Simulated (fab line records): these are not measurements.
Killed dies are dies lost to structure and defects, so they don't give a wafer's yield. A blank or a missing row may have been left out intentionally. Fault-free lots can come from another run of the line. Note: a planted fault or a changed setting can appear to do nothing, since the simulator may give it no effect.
Comparing a struck lot with a sound one | flow sky130 | 16 out of 708 route steps
Sound: these wafers, L660.1, L660.2, L660.6. The struck wafers were L667.2, L667.4, L667.6. The cause is given at the end.
Per side, at each step with rows, come the tool, then ch with its chambers, and then its first start. Under that, the readings that differ: sound wafers | struck wafers | difference of the means | sigmas: that difference in standard deviations of wafers without a fault.
alike: same words and numbers on both sides, and readings whose means sit less than 2 such deviations apart. not compared: any withheld reading, any reading some wafer has no value for, any bound like >300 that may hide the same value, and any number with overlapping values for which the record gives no deviation.
Wherever a step has rows on one side only, a row that says differs or no value, or a row with sigmas, the two part there. When numbers do not overlap yet have no deviation, they are printed without sigmas and do not part them. Lack of a reading on every wafer of one side parts them only where that side has two or more wafers.

first, 4 steps without rows for these wafers: SKY_LDD_N_IMPLANT_12; SKY_LDD_N_IMPLANT_13; SKY_LDD_N_IMPLANT_14; SKY_LDD_N_IMPLANT_15.
SKY_LDD_N_STRIP_16: strips in O2/N2.
  sound on plasma-asher-04 ch 0,1, day 17 19:44; struck on plasma-asher-01 ch 0,1, day 20 21:42
  alike: drypump-motor-current-A, oes-product-au, strip-time-to-endpoint-s
  not compared: rf-hours-counter-h
SKY_LDD_N_TW_MEAS_17:
  sound: film-metro-04 at day 17 19:50; struck: film-metro-02 at day 20 21:49
  reading  | sound          | struck         | difference | sigmas
  LDD_N_TW | 2646 2644 2638 | 2536 2557 2554 | -94        | -3
then, 6 steps without rows for these wafers: SKY_LDD_P_DEHYDRATE_00 (time 60 s); SKY_LDD_P_HMDS_01 (prime time 60 s); SKY_LDD_P_COAT_02 (resist thk 1140 nm); SKY_LDD_P_SOFTBAKE_03 (time 60 s); SKY_LDD_P_EXPOSE_04 (exposes mask PSDM, target cd 380 nm); SKY_LDD_P_PEB_05.
SKY_LDD_P_DEVELOP_06: develop time 60 s.
  sound on litho-track-04 ch 0, day 19 00:51; struck on litho-track-04 ch 0, day 22 03:49
SKY_LDD_P_CD_MEAS_07 targets a cd of 380 nm.
  sound: cd-sem-01 at day 19 01:00; struck: cd-sem-02 at day 22 03:58
  reading    | sound             | struck            | difference | sigmas
  cd-nm (nm) | 380.8 380.4 380.0 | 373.5 372.8 372.7 | -7.4       | -3
SKY_LDD_P_OVL_MEAS_08:
  sound: overlay-02 at day 19 01:07; struck: overlay-01 at day 22 04:04
  alike: LDD_P_OVL
-- a jump in the record: the struck wafers' starts before and after are 26 days apart (it breaks off in module LDD_P and resumes in module PAD_OPEN, where the first step shown is number 708 of the route) --
SKY_PAD_OPEN_PROBE_99:
  sound: prober-02 at day 45 19:40; struck: prober-02 at day 48 00:23
  alike: killed_at_M0_to_M3, killed_at_M4_up, killed-at-contacts, killed-at-front-end, killed-at-other, killed-dies, killed-open, killed-short

== WHERE THEY PART ==
First at SKY_LDD_N_TW_MEAS_17; last, within this record, at SKY_LDD_P_CD_MEAS_07. Later steps at which nothing parts them and some readings are alike: SKY_LDD_P_OVL_MEAS_08, SKY_PAD_OPEN_PROBE_99.

WHY: whatever the simulator had introduced
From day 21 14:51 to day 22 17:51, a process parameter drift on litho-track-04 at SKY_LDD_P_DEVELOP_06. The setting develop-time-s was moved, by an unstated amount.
